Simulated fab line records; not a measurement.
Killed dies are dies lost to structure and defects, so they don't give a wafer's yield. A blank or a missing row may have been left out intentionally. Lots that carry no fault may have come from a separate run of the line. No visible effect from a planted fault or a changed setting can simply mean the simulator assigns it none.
Chamber matching | flow gf180mcu | GF_V3_CMP_26 on cmp-02 has 4 sister chambers
The step polishes, stops on SiO2, t overpolish 15 s, target thk 0 nm. 16 wafers are shown with their chamber, then 7 later ones without.

== WAFERS, EACH WITH ITS CHAMBER ==
wafer  | chamber | motor_current_A (A) | time_to_endpoint_s (s) | overpolish_run_s (s)
L410.3 | 2       | 13.6                | 85.8                   | 15.000
L410.4 | 3       | 10.0                | 81.4                   | 14.994
L410.6 | 0       | 11.5                | 84.7                   | 15.000
L412.3 | 3       | 10.0                | 82.4                   | 15.006
L412.5 | 3       | 9.5                 | 81.4                   | 14.984
L412.6 | 0       | 11.7                | 81.0                   | 15.012
L413.1 | 3       | 9.4                 | 81.2                   | 15.000
L413.2 | 2       | 13.0                | 83.1                   | 15.008
L413.3 | 0       | 10.9                | 82.4                   | 15.006
L414.1 | 3       | 9.5                 | 86.5                   | 14.994
L414.3 | 1       | 10.9                | 88.1                   | 15.001
L414.6 | 1       | 10.9                | 85.4                   | 15.003
L418.1 | 3       | 10.3                | 83.1                   | 14.998
L418.5 | 2       | 13.0                | 84.3                   | 15.004
L418.6 | 3       | 10.3                | 78.5                   | 14.994
L425.1 | 2       | 12.9                | 85.5                   | 14.994

SIGNATURES (means of the wafers above)
reading            | chamber 0 | chamber 1 | chamber 2 | chamber 3 | scatter within a chamber
motor_current_A    | 11.367    | 10.900    | 13.125    | 9.857     | 0.36
time_to_endpoint_s | 82.700    | 86.750    | 84.675    | 82.071    | 2.05
overpolish_run_s   | 15.00600  | 15.00200  | 15.00150  | 14.99571  | 0.00617
Rule: a wafer lies at a distance from a chamber equal to the root of the sum of squares, over the readings, of (its reading less the chamber's mean, divided by the reading's scatter). The wafer belongs to the nearest chamber; if the next one is less than 2 further off, it can't be placed. How the scatter is found: for the shown wafers, subtract from each reading the mean of its chamber, square and add these, divide the total by (wafers less chambers), then take the root.

== WAFERS WITH NO CHAMBER GIVEN ==
wafer  | motor_current_A (A) | time_to_endpoint_s (s) | overpolish_run_s (s)
L425.4 | 10.5                | 84.5                   | 15.000
L425.5 | 10.0                | 82.0                   | 15.006
L427.1 | 11.2                | 83.4                   | 15.012
L427.4 | 10.5                | 82.8                   | 15.001
L429.2 | 11.1                | 82.8                   | 14.998
L429.4 | 9.9                 | 81.5                   | 15.018
L429.5 | 12.3                | 84.9                   | 14.999

== WHICH CHAMBER EACH WENT THROUGH ==
wafer  | from the rows above          | in truth
L425.4 | can't be placed: 1 or 3 or 0 | 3
L425.5 | can't be placed: 3 or 1      | 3
L427.1 | can't be placed: 0 or 1      | 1
L427.4 | can't be placed: 3 or 1 or 0 | 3
L429.2 | can't be placed: 0 or 1 or 3 | 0
L429.4 | can't be placed: 3 or 0 or 1 | 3
L429.5 | can't be placed: 2 or 0 or 1 | 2
Placed correctly: 0 of 7. Unplaceable from these rows: 7, with the true chamber sitting among the candidates in 7. Number placed wrongly: 0.
